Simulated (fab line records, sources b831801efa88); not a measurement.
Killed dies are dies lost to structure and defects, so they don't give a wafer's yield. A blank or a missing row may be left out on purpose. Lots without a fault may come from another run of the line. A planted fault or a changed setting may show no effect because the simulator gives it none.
Tool commonality check | flow gf180mcu | 13 lots, 39 wafers sampled

WHY IT WAS OPENED
At GF_LVPWELL_TW_MEAS_11 the reading LVPWELL_TW is flagged on 1 of 13 lots. Wafers without a fault read 557, standard deviation 4.5.
Rule: a lot is flagged when every wafer of it that has a number lies more than 4 standard deviations from that mean, or none has a number. The other lots count as sound.

lot  | measured    | on            | LVPWELL_TW, wafer by wafer | flag
L707 | day 3 21:20 | film_metro-02 | 560 559 560                |
L709 | day 4 09:07 | film_metro-04 | 555 554 552                |
L710 | day 4 14:23 | film_metro-04 | 554 552 554                |
L712 | day 5 00:49 | film_metro-02 | 558 562 563                |
L713 | day 5 06:50 | film_metro-03 | 554 554 555                |
L714 | day 5 11:52 | film_metro-03 | 552 551 549                |
L715 | day 5 18:59 | film_metro-02 | 561 559 564                |
L716 | day 6 01:16 | film_metro-02 | 567 564 563                |
L718 | day 6 12:57 | film_metro-04 | 517 516 519                | FLAGGED
L719 | day 6 16:11 | film_metro-04 | 554 557 556                |
L727 | day 8 14:40 | film_metro-02 | 565 566 566                |
L728 | day 8 20:19 | film_metro-03 | 551 553 550                |
L730 | day 9 06:14 | film_metro-03 | 553 552 550                |
The numbers of the flagged lots are 517 on average: -40 against the usual, or -9 standard deviations.

WHICH TOOL RAN EACH LOT
The record holds 2 process steps before the reading, out of a route of 602 steps. In each cell: the tool, then ch and the chambers that the sampled wafers went through, then the start.
lot  | flag    | GF_NWELL_STRIP_10                   | GF_LVPWELL_STRIP_10
L707 |         | plasma_asher-02 ch 0,1, day 3 07:55 | plasma_asher-02 ch 0,1, day 3 21:14
L709 |         | plasma_asher-04 ch 0,1, day 3 19:07 | plasma_asher-03 ch 0,1, day 4 09:02
L710 |         | plasma_asher-03 ch 0,1, day 3 23:59 | plasma_asher-03 ch 0,1, day 4 14:17
L712 |         | plasma_asher-02 ch 0,1, day 4 11:13 | plasma_asher-02 ch 0,1, day 5 00:43
L713 |         | plasma_asher-04 ch 0,1, day 4 15:49 | plasma_asher-01 ch 0,1, day 5 06:44
L714 |         | plasma_asher-03 ch 0,1, day 4 21:02 | plasma_asher-02 ch 0, day 5 11:46
L715 |         | plasma_asher-02 ch 0,1, day 5 03:38 | plasma_asher-03 ch 0,1, day 5 18:53
L716 |         | plasma_asher-03 ch 0,1, day 5 09:55 | plasma_asher-03 ch 0,1, day 6 01:10
L718 | FLAGGED | plasma_asher-03 ch 0,1, day 5 21:11 | plasma_asher-02 ch 0,1, day 6 12:50
L719 |         | plasma_asher-02 ch 0,1, day 6 00:32 | plasma_asher-01 ch 0,1, day 6 16:05
L727 |         | plasma_asher-03 ch 0,1, day 7 21:35 | plasma_asher-02 ch 0,1, day 8 14:34
L728 |         | plasma_asher-02 ch 0,1, day 8 03:37 | plasma_asher-01 ch 0,1, day 8 20:13
L730 |         | plasma_asher-04 ch 0,1, day 8 12:41 | plasma_asher-02 ch 0,1, day 9 06:08
What these steps do:
- GF_NWELL_STRIP_10: strips in O2/N2.
- GF_LVPWELL_STRIP_10: strips in O2/N2.
- GF_LVPWELL_TW_MEAS_11

FLAGGED OVER TOTAL, TOOL BY TOOL (the gauges that took the reading come last)
step                  | tool            | lots run | flagged | share of the flagged lots | sound lots run after its first flagged lot
GF_NWELL_STRIP_10     | plasma_asher-02 | 5        | 0       | none                      | -
GF_NWELL_STRIP_10     | plasma_asher-03 | 5        | 1       | all                       | 1 (L727)
GF_NWELL_STRIP_10     | plasma_asher-04 | 3        | 0       | none                      | -
GF_LVPWELL_STRIP_10   | plasma_asher-01 | 3        | 0       | none                      | -
GF_LVPWELL_STRIP_10   | plasma_asher-02 | 6        | 1       | all                       | 2 (L727,L730)
GF_LVPWELL_STRIP_10   | plasma_asher-03 | 4        | 0       | none                      | -
GF_LVPWELL_TW_MEAS_11 | film_metro-02   | 5        | 0       | none                      | -
GF_LVPWELL_TW_MEAS_11 | film_metro-03   | 4        | 0       | none                      | -
GF_LVPWELL_TW_MEAS_11 | film_metro-04   | 4        | 1       | all                       | 1 (L719)

WHAT THE TABLE ALLOWS
3 rows of the table ran every flagged lot: plasma_asher-03 at GF_NWELL_STRIP_10, plasma_asher-02 at GF_LVPWELL_STRIP_10, film_metro-04 at GF_LVPWELL_TW_MEAS_11.
- plasma_asher-03 at GF_NWELL_STRIP_10: 1 of its 5 lots flagged. Sound lots ran on it after the first flagged one (L727), which a lasting fault on the whole tool wouldn't allow. Its own readings lie more than 4 standard deviations out on every wafer of the flagged lots: oes_product_au.
- plasma_asher-02 at GF_LVPWELL_STRIP_10: 1 of its 6 lots flagged. Sound lots ran on it after the first flagged one (L727, L730), which a lasting fault on the whole tool wouldn't allow. Its own readings lie more than 4 standard deviations out on every wafer of the flagged lots: strip_time_to_endpoint_s.
- film_metro-04 at GF_LVPWELL_TW_MEAS_11: 1 of its 4 lots flagged. Sound lots ran on it after the first flagged one (L719), which a lasting fault on the whole tool wouldn't allow.
No row of the table ran every flagged lot and no sound lot after the first.

WHAT THE SIMULATOR HAD PUT IN
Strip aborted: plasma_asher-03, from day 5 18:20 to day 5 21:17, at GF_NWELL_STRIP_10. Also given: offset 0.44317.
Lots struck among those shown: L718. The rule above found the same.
